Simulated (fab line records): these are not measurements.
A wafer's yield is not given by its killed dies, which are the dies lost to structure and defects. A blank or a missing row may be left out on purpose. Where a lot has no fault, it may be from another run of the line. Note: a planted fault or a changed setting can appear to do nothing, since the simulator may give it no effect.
Which tool did it? -- flow sky130 -- 14 lots with 42 wafers sampled at 3 steps, on a route of 708 steps

WHAT EACH GAUGE READ, for each wafer
SKY_SONOS_TUNNEL_OVL_MEAS_08. Usual: for SONOS_TUNNEL_OVL the level is 0.0 nm and the standard deviation is 1.5.
lot,measured,on,SONOS_TUNNEL_OVL (nm),flag
L570,day 11 03:13,overlay-01,0.6 0.7 0.7,
L571,day 11 10:17,overlay-02,-0.5 1.0 -1.3,
L572,day 11 20:04,overlay-02,-0.6 -0.2 -1.0,
L573,day 12 03:44,overlay-02,0.6 0.0 -0.1,
L574,day 13 04:19,overlay-01,3.8 0.8 3.9,
L575,day 13 07:41,overlay-01,0.7 1.2 -0.5,
L576,day 13 09:38,overlay-01,0.9 -1.1 -0.7,
L577,day 13 14:46,overlay-01,-1.3 0.0 1.2,
L579,day 14 09:44,overlay-02,-1.9 -0.1 -2.2,
L586,day 16 08:11,overlay-02,-1.6 -0.6 -1.7,
L588,day 17 01:28,overlay-01,-0.9 -0.2 -0.4,
L590,day 17 21:29,overlay-02,0.7 2.0 -0.1,
L592,day 18 22:25,overlay-02,-0.5 -1.9 -1.1,
L593,day 18 22:49,overlay-01,2.0 1.7 -0.4,

SKY_SONOS_ONO_THK_MEAS_03. Usual: for SONOS_ONO_CVD_02_THK the level is 10.48 nm and the standard deviation is 0.13.
lot,measured,on,SONOS_ONO_CVD_02_THK (nm),flag
L570,day 11 07:21,film_metro-03,10.40 10.34 10.44,
L571,day 11 15:58,film_metro-01,10.17 10.06 10.21,
L572,day 12 01:49,film_metro-01,10.31 10.37 10.49,
L573,day 12 08:55,film_metro-01,10.29 10.27 10.45,
L574,day 13 08:22,film_metro-01,10.45 10.40 10.64,
L575,day 13 13:45,film_metro-01,10.30 10.43 10.37,
L576,day 13 13:45,film_metro-04,10.39 10.48 10.44,
L577,day 13 18:19,film_metro-04,10.64 10.52 10.66,
L579,day 14 14:53,film_metro-04,10.54 10.45 10.59,
L586,day 16 12:10,film_metro-04,10.51 10.57 10.45,
L588,day 17 06:40,film_metro-03,10.59 10.51 10.49,
L590,day 18 03:02,film_metro-03,10.55 10.58 10.57,
L592,day 19 06:53,film_metro-04,10.34 10.34 10.50,
L593,day 19 06:52,film_metro-01,10.55 10.72 10.79,

SKY_SONOS_ONO_OVL_MEAS_14. Usual: for SONOS_ONO_OVL the level is 0.5 nm and the standard deviation is 1.5.
lot,measured,on,SONOS_ONO_OVL (nm),flag
L570,day 12 08:18,overlay-02,1.1 2.7 1.0,
L571,day 12 17:00,overlay-02,0.9 -1.4 -2.6,
L572,day 13 03:56,overlay-01,1.1 1.5 2.7,
L573,day 13 11:38,overlay-01,-0.6 2.7 2.6,
L574,day 14 11:35,overlay-02,-0.4 -0.3 -0.3,
L575,day 14 18:02,overlay-02,-0.9 -1.4 -1.3,
L576,day 14 17:07,overlay-01,1.0 0.2 -0.3,
L577,day 14 21:54,overlay-02,1.6 0.8 1.1,
L579,day 15 19:55,overlay-01,-0.3 1.2 1.3,
L586,day 17 18:05,overlay-01,-0.3 3.7 -0.8,
L588,day 18 13:39,overlay-02,2.0 1.8 1.7,
L590,day 19 10:31,overlay-01,-0.8 2.3 -0.7,
L592,day 20 14:58,overlay-02,0.3 -0.4 -0.7,
L593,day 20 15:29,overlay-02,1.6 1.8 2.2,

WHAT TOOL EACH LOT RAN ON (gives the tool, then ch and the chambers of the sampled wafers, and finally the start)
There is no process step in the record ahead of these readings.

AS READ BY THE TOOLS THEMSELVES (means over the sampled wafers that have a number; for cases with no such wafer, the mark the record gives instead)
The record holds no such reading with a usual standard deviation.

THE ANSWER, worked out from the rows above alone
Rule: a lot is off if the mean of its wafers that have a number lies more than 3 standard deviations from the usual mean. Also off: a lot with no number at a reading for which 4 or more lots have one. All remaining lots with rows at the step are treated as sound. Order of review: gauges by route order, followed by the tools' own readings, for which a lot's mean as printed above is used. The first step at which some lot is off is used, and at that step the reading that is off furthest; a lot without a number counts as furthest.
No lot is off at any reading shown: from this, nothing can be told.

WHAT THE SIMULATOR PUT IN
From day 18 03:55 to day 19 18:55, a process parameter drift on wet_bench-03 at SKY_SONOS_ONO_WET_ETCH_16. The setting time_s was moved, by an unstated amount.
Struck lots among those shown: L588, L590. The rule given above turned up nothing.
